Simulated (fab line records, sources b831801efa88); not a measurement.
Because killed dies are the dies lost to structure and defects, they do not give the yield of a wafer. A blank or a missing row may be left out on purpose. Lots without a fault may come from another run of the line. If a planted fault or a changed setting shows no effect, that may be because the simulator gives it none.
A lot that was struck, set against a sound lot ; flow sfqLine ; 13 steps out of a route of 325
Sound: the wafers L986.1, L986.2, L986.6. Struck: wafers L996.1, L996.5. (L996.4 of the same lot was not struck and is left out.) The cause comes at the end.
At each step with rows: each side's tool, then ch and its chambers, then its first start. Under that, the readings that differ: sound wafers ; struck wafers ; difference of the means ; sigmas: that difference in standard deviations of wafers without a fault.
alike: words and numbers the same on both sides, and readings whose means are apart by under 2 such deviations; not compared: readings that were withheld, readings missing a value for some wafer, numbers with overlapping values and no deviation given by the record, and bounds like >300 which may hide the same value.
The two part at a step that has a row with sigmas, a row that says differs or no value, or rows on one side only. Numbers that have no deviation but don't overlap get no sigmas and don't part them. A reading that every wafer of one side lacks parts them only if that side has two wafers or more.

first, 1 step without rows for these wafers: SFQ_TRILAYER_M0_DEP_PRE_CLEAN_020 (time 15 s).
SFQ_TRILAYER_M0_DEP_SPUTTER_019: material Nb, target thk 200 nm, time 133.3 s.
  struck on pvdSputter-04, day 11 11:13; sound on pvdSputter-04, day 7 17:12
  alike: basePressurePa, throttleValvePct
SFQ_M0_RS_MEAS_904: uses a four-point probe to measure.
  struck on filmMetro-03, day 11 11:19; sound on filmMetro-04, day 7 17:17
  alike: M0_NB_RS
then, 6 steps without rows for these wafers: SFQ_TRILAYER_M0_LITHO_COAT_026 (resist thk 62 nm); SFQ_TRILAYER_M0_LITHO_COAT_021 (resist thk 600 nm); SFQ_TRILAYER_M0_LITHO_SOFTBAKE_025; SFQ_TRILAYER_M0_LITHO_EXPOSE_022 (exposes mask M0, target cd 500 nm); SFQ_TRILAYER_M0_LITHO_PEB_024 (peb time 60 s); SFQ_TRILAYER_M0_LITHO_DEVELOP_023 (time 60 s).
-- the record jumps here: 2 days lie between the struck wafers' starts before and after --
SFQ_M0_OVL_MEAS_906:
  struck on overlay-02, day 13 15:49; sound on overlay-02, day 11 21:49
  alike: M0_OVL
SFQ_TRILAYER_M0_BARC_OPEN_METAL_ETCH_031: etches BARC in O2, target depth 125 nm, time 41.7 s.
  sound on rieMetal-04 ch 0, day 11 21:52; struck on rieMetal-04 ch 0,1, day 13 15:52
  alike: chamberPressureMTorr, drypumpMotorCurrentA, oesProductAu, runLengthS
  not compared: rfHoursCounterH
SFQ_TRILAYER_M0_ETCH_METAL_ETCH_024: etches Nb in Cl2/Ar, stops on SiO2, target depth 240 nm, time 120 s.
  sound on rieMetal-04 ch 0, day 11 21:59; struck on rieMetal-04 ch 0,1, day 13 15:55
reading;sound;struck;difference;sigmas
oesProductAu (a.u.);0.892 0.886 0.902;0.987 1.005;+0.103;+13
runLengthS (s);148.47 148.81 148.74;135.82 135.94;-12.79;-44
model.KrF_of_TRILAYER_M0_LITHO_COAT_021.thkNm (nm);377.2 378 377.5;395.1 394.5;+17.2;
  alike: chamberPressureMTorr, drypumpMotorCurrentA
  not compared: rfHoursCounterH
SFQ_TRILAYER_M0_STRIP_STRIP_025: strips in O2.
  sound on rieMetal-04 ch 0, day 11 22:14; struck on rieMetal-04 ch 0,1, day 13 16:02
  alike: chamberPressureMTorr, drypumpMotorCurrentA, oesProductAu
  not compared: rfHoursCounterH

WHERE THEY PART
Only at SFQ_TRILAYER_M0_ETCH_METAL_ETCH_024, within this record. Later steps at which nothing parts them and some readings are alike: SFQ_TRILAYER_M0_STRIP_STRIP_025.

WHY: the cause the simulator had injected
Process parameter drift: rieMetal-04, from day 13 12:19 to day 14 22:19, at SFQ_TRILAYER_M0_ETCH_METAL_ETCH_024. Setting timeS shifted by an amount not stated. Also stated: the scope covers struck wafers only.
